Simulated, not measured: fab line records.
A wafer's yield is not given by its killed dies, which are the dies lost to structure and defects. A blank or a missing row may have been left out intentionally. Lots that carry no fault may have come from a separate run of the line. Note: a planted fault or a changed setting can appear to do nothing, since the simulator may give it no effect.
Tool commonality check / flow sky130 / 30 wafers sampled across 10 lots

## THE REASON FOR OPENING IT
Of 10 lots, 2 have the reading METAL1_ALCU_RS flagged at SKY_METAL1_RS_MEAS_05. Wafers without a fault read 0.1270 ohm/sq, standard deviation 0.0015.
Rule: a lot is flagged in two cases, either no wafer of it has a number, or all its wafers with numbers fall more than 4 standard deviations from that mean. The other lots count as sound.

lot=L691; measured=day 33 09:28; on=film metro-01; METAL1_ALCU_RS (ohm/sq), wafer by wafer=0.1249 0.1258 0.1253; flag=
lot=L693; measured=day 33 10:03; on=film metro-01; METAL1_ALCU_RS (ohm/sq), wafer by wafer=0.1248 0.1274 0.1259; flag=
lot=L692; measured=day 33 11:25; on=film metro-04; METAL1_ALCU_RS (ohm/sq), wafer by wafer=0.1261 0.1251 0.1256; flag=
lot=L695; measured=day 34 23:36; on=film metro-04; METAL1_ALCU_RS (ohm/sq), wafer by wafer=0.1273 0.1256 0.1271; flag=
lot=L698; measured=day 35 16:04; on=film metro-04; METAL1_ALCU_RS (ohm/sq), wafer by wafer=0.3027 0.2911 0.3032; flag=FLAGGED
lot=L701; measured=day 36 11:34; on=film metro-03; METAL1_ALCU_RS (ohm/sq), wafer by wafer=0.3035 0.3005 0.3015; flag=FLAGGED
lot=L704; measured=day 37 16:35; on=film metro-04; METAL1_ALCU_RS (ohm/sq), wafer by wafer=0.1271 0.1269 0.1287; flag=
lot=L706; measured=day 37 21:14; on=film metro-01; METAL1_ALCU_RS (ohm/sq), wafer by wafer=0.1284 0.1285 0.1288; flag=
lot=L707; measured=day 38 01:27; on=film metro-04; METAL1_ALCU_RS (ohm/sq), wafer by wafer=0.1270 0.1285 0.1267; flag=
lot=L708; measured=day 38 16:41; on=film metro-04; METAL1_ALCU_RS (ohm/sq), wafer by wafer=0.1278 0.1284 0.1276; flag=
Averaged over the flagged lots the numbers come to 0.3004 ohm/sq, +0.1734 ohm/sq from the usual (+99 or more standard deviations).

## LOT BY LOT: THE TOOL USED
The record keeps 1 process step preceding the reading, out of 708 steps on the route. Each cell gives the tool, then ch followed by the chambers the sampled wafers passed through, then the start.
lot=L691; flag=; SKY_METAL1_SPUTTER_02=pvd sputter-01, day 33 09:23
lot=L693; flag=; SKY_METAL1_SPUTTER_02=pvd sputter-04, day 33 09:58
lot=L692; flag=; SKY_METAL1_SPUTTER_02=pvd sputter-02, day 33 11:19
lot=L695; flag=; SKY_METAL1_SPUTTER_02=pvd sputter-02, day 34 23:28
lot=L698; flag=FLAGGED; SKY_METAL1_SPUTTER_02=pvd sputter-02, day 35 15:59
lot=L701; flag=FLAGGED; SKY_METAL1_SPUTTER_02=pvd sputter-02, day 36 11:26
lot=L704; flag=; SKY_METAL1_SPUTTER_02=pvd sputter-04, day 37 16:29
lot=L706; flag=; SKY_METAL1_SPUTTER_02=pvd sputter-01, day 37 21:07
lot=L707; flag=; SKY_METAL1_SPUTTER_02=pvd sputter-01, day 38 01:19
lot=L708; flag=; SKY_METAL1_SPUTTER_02=pvd sputter-04, day 38 16:35
What is done by these steps:
- SKY_METAL1_SPUTTER_02: material AlCu, target thk 250 nm, time 13.3 s.
- SKY_METAL1_RS_MEAS_05: measures by four-point-probe.

## FLAGGED AGAINST TOTAL, ONE TOOL AT A TIME (gauges that did the reading follow at the end)
step=SKY_METAL1_SPUTTER_02; tool=pvd sputter-01; lots run=3; flagged=0; share of the flagged lots=none; sound lots run after its first flagged lot=-
step=SKY_METAL1_SPUTTER_02; tool=pvd sputter-02; lots run=4; flagged=2; share of the flagged lots=all; sound lots run after its first flagged lot=0
step=SKY_METAL1_SPUTTER_02; tool=pvd sputter-04; lots run=3; flagged=0; share of the flagged lots=none; sound lots run after its first flagged lot=-
step=SKY_METAL1_RS_MEAS_05; tool=film metro-01; lots run=3; flagged=0; share of the flagged lots=none; sound lots run after its first flagged lot=-
step=SKY_METAL1_RS_MEAS_05; tool=film metro-03; lots run=1; flagged=1; share of the flagged lots=some; sound lots run after its first flagged lot=0
step=SKY_METAL1_RS_MEAS_05; tool=film metro-04; lots run=6; flagged=1; share of the flagged lots=some; sound lots run after its first flagged lot=3 (L704,L707,L708)

## WHAT THE TABLE ALLOWS
Rows of the table that ran each flagged lot: 1, that is pvd sputter-02 at SKY_METAL1_SPUTTER_02.
- pvd sputter-02 at SKY_METAL1_SPUTTER_02 ran 4 lots, 2 of them flagged. It ran its last sound lot, L695, at day 34 23:28 and its first flagged lot, L698, at day 35 15:59: a fault with its onset between the two fits.
pvd sputter-02 at SKY_METAL1_SPUTTER_02 is the single tool remaining.

## WHAT THE SIMULATOR HAD INSERTED
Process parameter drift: pvd sputter-02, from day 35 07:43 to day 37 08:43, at SKY_METAL1_SPUTTER_02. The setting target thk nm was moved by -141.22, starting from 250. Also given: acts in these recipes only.
Shown lots that were struck: L698, L701. The rule above reached the same finding.
